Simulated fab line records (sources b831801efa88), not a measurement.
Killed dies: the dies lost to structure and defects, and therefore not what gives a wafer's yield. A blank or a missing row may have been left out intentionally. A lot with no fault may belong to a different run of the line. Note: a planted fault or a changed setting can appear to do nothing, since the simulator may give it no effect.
A lot that was struck, set against a sound lot + flow sky130 + 19 out of 708 route steps
Sound: these wafers, L130.1, L130.2, L130.3. Struck: wafer L142.2 (L142.4, L142.6, from the same lot, were not struck and are left out); the cause is given at the end.
At each step with rows: each side's tool, then ch and its chambers, then its first start. Under that, the readings that differ: sound wafers + struck wafers + difference of the means + sigmas: that difference in standard deviations of wafers without a fault.
alike: words and numbers the same on both sides, and readings whose means are apart by under 2 such deviations; not compared: readings that were withheld, readings missing a value for some wafer, numbers with overlapping values and no deviation given by the record, and bounds like >300 which may hide the same value.
The two part at a step that has a row with sigmas, a row that says differs or no value, or rows on one side only. Non-overlapping numbers with no deviation appear without sigmas and do not part them. A reading that every wafer of one side lacks parts them only if that side has two wafers or more.

SKY_FIELD_ISO_BOW_MEAS_00:
  sound on filmMetro-03, day 1 15:00; struck on filmMetro-03, day 4 03:01
  alike: INCOMING_BOW
then, 1 step without rows for these wafers: SKY_FIELD_ISO_OXIDATION_01 (stabilise 600 s, purge 300 s, target thk 12 nm).
SKY_FIELD_ISO_THK_MEAS_02:
  sound on filmMetro-01, day 1 18:08; struck on filmMetro-04, day 4 04:38
  alike: FIELD_ISO_OXIDATION_00_THK
then, 1 step without rows for these wafers: SKY_FIELD_ISO_CVD_03 (deposits Si3N4 from DCS/NH3, target thk 165 nm, time 2830 s).
SKY_FIELD_ISO_THK_MEAS_04:
  sound on filmMetro-01, day 1 21:22; struck on filmMetro-03, day 4 09:11
  alike: FIELD_ISO_CVD_03_THK
then, 2 steps without rows for these wafers: SKY_FIELD_ISO_DEHYDRATE_05 (time 60 s); SKY_FIELD_ISO_HMDS_06 (prime time 60 s).
SKY_FIELD_ISO_COAT_07: resist thk 60 nm.
  sound on lithoTrack-01 ch 0, day 2 04:27; struck on lithoTrack-01 ch 0, day 4 17:34
then, 5 steps without rows for these wafers: SKY_FIELD_ISO_COAT_08 (resist thk 450 nm); SKY_FIELD_ISO_SOFTBAKE_09 (time 90 s); SKY_FIELD_ISO_EXPOSE_10 (exposes mask FOM, target cd 150 nm); SKY_FIELD_ISO_PEB_11; SKY_FIELD_ISO_DEVELOP_12 (develop time 60 s).
SKY_FIELD_ISO_CD_MEAS_13: the cd target is 150 nm.
  sound on cdSem-01, day 2 11:51; struck on cdSem-01, day 5 03:29
| reading   | sound             | struck | difference | sigmas |
|-----------|-------------------|--------|------------|--------|
| cdNm (nm) | 150.5 152.4 152.2 | 146.6  | -5.1       | -3     |
SKY_FIELD_ISO_ETCH_14: etches BARC in N2/H2, stops on SiO2, time 45.9 s, target depth 60 nm.
  sound on rieDiel-04 ch 1,2,3, day 2 11:58; struck on rieDiel-04 ch 2, day 5 03:35
| reading                 | sound             | struck | difference | sigmas |
|-------------------------|-------------------|--------|------------|--------|
| oesProductAu (a.u.)     | 0.859 0.856 0.858 | 0.799  | -0.059     | -11    |
| model.etch.depthNm (nm) | 60.2 60.38 60.34  | 53.68  | -6.63      |        |
  alike: drypumpMotorCurrentA, throttleValvePct
  not compared: rfHoursCounterH
SKY_FIELD_ISO_ETCH_15: etches the open film in CHF3/O2, stops on Si, target depth 180 nm, time 72 s.
  sound on rieDiel-04 ch 1,2,3, day 2 12:01; struck on rieDiel-04 ch 2, day 5 03:37
  alike: drypumpMotorCurrentA, oesProductAu, throttleValvePct
  not compared: rfHoursCounterH
SKY_FIELD_ISO_STRIP_16: strips in O2/N2.
  sound on plasmaAsher-02 ch 0,1, day 2 12:04; struck on plasmaAsher-01 ch 0, day 5 03:41
| reading                  | sound             | struck | difference | sigmas |
|--------------------------|-------------------|--------|------------|--------|
| oesProductAu (a.u.)      | 0.382 0.383 0.374 | 0.367  | -0.013     | -3     |
| stripTimeToEndpointS (s) | 3.51 3.62 3.52    | 3.40   | -0.15      | -4     |
  alike: drypumpMotorCurrentA
  not compared: rfHoursCounterH
SKY_FIELD_ISO_ETCH_17: etches Si in HBr/Cl2/O2, target depth 342 nm, time 97.7 s.
  sound on rieSi-01 ch 0,2,3, day 2 12:10; struck on rieSi-01 ch 1, day 5 03:47
| reading             | sound    | struck | difference | sigmas |
|---------------------|----------|--------|------------|--------|
| rfHoursCounterH (h) | 3 117 10 | 139    | +96        |        |
  alike: drypumpMotorCurrentA, oesProductAu, throttleValvePct
then, 1 step without rows for these wafers: SKY_PAD_OPEN_PROBE_99.

== WHERE THEY PART ==
Earliest at SKY_FIELD_ISO_CD_MEAS_13; latest, in this record, at SKY_FIELD_ISO_STRIP_16. Later steps at which nothing parts them and some readings are alike: SKY_FIELD_ISO_ETCH_17.

WHY: the cause the simulator had injected
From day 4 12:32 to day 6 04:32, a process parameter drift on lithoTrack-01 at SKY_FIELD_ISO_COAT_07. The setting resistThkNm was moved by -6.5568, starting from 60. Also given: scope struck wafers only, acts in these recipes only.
